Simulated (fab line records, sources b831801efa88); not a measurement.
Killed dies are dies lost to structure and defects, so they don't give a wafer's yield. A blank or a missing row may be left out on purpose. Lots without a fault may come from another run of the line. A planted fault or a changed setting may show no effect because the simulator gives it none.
A struck lot beside a sound one | flow sky130 | 15 steps out of a route of 708
Sound: wafers L872.2, L872.3, L872.5. Struck: wafers L864.2, L864.4, L864.5. The cause comes at the end.
At each step with rows: each side's tool, then ch and its chambers, then its first start. Under that, the readings that differ: sound wafers | struck wafers | difference of the means | sigmas: that difference in standard deviations of wafers without a fault.
alike: readings whose means differ by less than 2 such deviations, and words and numbers that are the same on both sides. not compared: withheld readings, readings that some wafer has no value for, bounds like >300 that may hide the same value, and numbers for which the record gives no deviation and whose values overlap.
The two part at a step that has a row with sigmas, a row that says differs or no value, or rows on one side only. Numbers that don't overlap but have no deviation are shown without sigmas and don't part them. A reading that every wafer of one side lacks parts them only if that side has two wafers or more.

SKY_VIA1_OVL_MEAS_13:
  sound on overlay-02, day 39 23:53; struck on overlay-02, day 37 08:56
  alike: VIA1_OVL
SKY_VIA1_ETCH_14: etches BARC in N2/H2, stops on SiO2, time 45.9 s, target depth 60 nm.
  sound on rie_diel-01 ch 0,2, day 39 23:55; struck on rie_diel-01 ch 1,2,3, day 37 08:58
  alike: drypump_motor_current_A, oes_product_au, throttle_valve_pct
  not compared: rf_hours_counter_h
SKY_VIA1_ETCH_15: etches SiO2 in C4F8/O2/Ar, stops on TiN, target depth 351 nm, time 54 s.
  sound on rie_diel-01 ch 0,2, day 39 23:57; struck on rie_diel-01 ch 1,2,3, day 37 09:01
  alike: oes_product_au
  not compared: rf_hours_counter_h
then, 5 steps without rows for these wafers: SKY_VIA1_STRIP_16 (strips in O2/N2); SKY_VIA1_STRIP_17 (strips in post etch residue remover, time 1200 s); SKY_VIA1_CLEAN_18 (cleans in IPA, time 180 s); SKY_VIA1_CLEAN_19 (cleans in O3/DIW); SKY_VIA1_SPUTTER_20 (material TiN, target thk 20 nm, time 80 s).
SKY_VIA1_CVD_21: deposits W, target thk 270 nm, time 80.902 s.
  sound on cvd_w-02 ch 0,1, day 40 00:39; struck on cvd_w-01 ch 0,1, day 37 09:43
  alike: heater_power_w
SKY_VIA1_RS_MEAS_22: measures by four-point-probe.
  sound on film_metro-01, day 40 00:46; struck on film_metro-02, day 37 09:49
  alike: VIA1_W_RS
SKY_VIA1_THK_MEAS_23: measures by xrf.
  sound on film_metro-01, day 40 00:53; struck on film_metro-02, day 37 09:56
  alike: VIA1_W_THK
SKY_VIA1_CMP_24: polishes, stops on SiO2, t overpolish 15 s, target thk 0 nm.
  sound on cmp-01 ch 0,1,3, day 40 01:16; struck on cmp-01 ch 2,3, day 37 10:02
  alike: motor_current_A, overpolish_run_s, retaining_ring_pressure_frac, time_to_endpoint_s
SKY_METAL2_SPUTTER_00: material Ti, target thk 15 nm, time 10 s.
  sound on pvd_sputter-02, day 40 01:28; struck on pvd_sputter-01, day 37 10:17
  reading                  | sound                | struck               | difference | sigmas
  chamber_pressure_pa (Pa) | 0.4005 0.4006 0.3998 | 0.4461 0.4447 0.4433 | +0.0444    | +56
  alike: cathode_dc_power_W, throttle_valve_pct
SKY_METAL2_SPUTTER_01: material TiN, target thk 20 nm, time 16.7 s.
  sound on pvd_sputter-02, day 40 01:30; struck on pvd_sputter-01, day 37 10:19
  alike: cathode_dc_power_W, chamber_pressure_pa, throttle_valve_pct
-- the record jumps here: 11 days lie between the struck wafers' starts before and after (it left off in module METAL2 and takes up again in module PAD_OPEN, whose first step shown is number 708 of the route) --
SKY_PAD_OPEN_PROBE_99:
  sound on prober-01, day 50 07:17; struck on prober-02, day 48 12:38
  reading         | sound | struck | difference | sigmas
  killed_at_M4_up | 5 4 8 | 1 0 2  | -5         | -3
  alike: defect_limited_yield, killed_at_M0_to_M3, killed_at_contacts, killed_at_front_end, killed_at_other, killed_dies, killed_open, killed_short, sort_bin_3_pad_short, sort_bin_5_function, sort_bin_6_memory, sort_n_pass, sort_yield_pct

WHERE THEY PART
First at SKY_METAL2_SPUTTER_00; last, within this record, at SKY_PAD_OPEN_PROBE_99.

WHY: what the simulator had put in
Process parameter drift: pvd_sputter-01, from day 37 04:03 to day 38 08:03, at SKY_METAL2_SPUTTER_00. Setting chamber_pressure_pa, moved by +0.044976, from 0.4. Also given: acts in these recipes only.
